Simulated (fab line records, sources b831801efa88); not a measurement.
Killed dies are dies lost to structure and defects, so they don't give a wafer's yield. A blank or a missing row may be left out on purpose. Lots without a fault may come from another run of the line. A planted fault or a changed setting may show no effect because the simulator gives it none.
Chamber matching | flow gf180mcu | GF_POLY_GATE_ETCH_13 on rie_si-01: 4 sister chambers
The step etches poly-Si in HBr/Cl2, stops on SiO2, target depth 198.5 nm, time 69.6 s. 4 wafers are shown with their chamber, then 7 later ones without.

WAFERS WITH THEIR CHAMBER
wafer  | chamber | oes_product_au (a.u.)
L595.3 | 0       | 0.981
L596.3 | 3       | 0.999
L603.1 | 1       | 0.988
L603.4 | 2       | 1.005

WAFERS WITHOUT THEIR CHAMBER
wafer  | oes_product_au (a.u.)
L603.6 | 0.989
L604.1 | 0.983
L604.4 | 0.980
L604.5 | 0.980
L606.3 | 0.993
L606.4 | 0.987
L606.6 | 0.992

WHICH CHAMBER EACH WENT THROUGH
wafer  | from the rows above     | in truth
L603.6 | 1                       | 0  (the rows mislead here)
L604.1 | can't be placed: 0 or 1 | 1
L604.4 | 0                       | 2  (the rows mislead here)
L604.5 | 0                       | 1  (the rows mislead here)
L606.3 | can't be placed: 1 or 3 | 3
L606.4 | can't be placed: 1 or 0 | 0
L606.6 | can't be placed: 1 or 3 | 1
Placed correctly: 0 of 7. Can't be placed from these rows: 4 (the true chamber is among the candidates in 4). Placed wrongly: 3.
How it was worked out, from the rows above alone: a wafer's distance from a chamber is the root of the sum, over the readings, of the square of ((its reading less the chamber's mean) divided by the reading's scatter). The wafer belongs to the nearest chamber; if the next one is less than 2 further off, it can't be placed. A chamber's mean is the mean of its shown wafers. The scatter: with one shown wafer a chamber, the root of the mean of the squares of how far each hidden wafer lies from its nearest shown one.
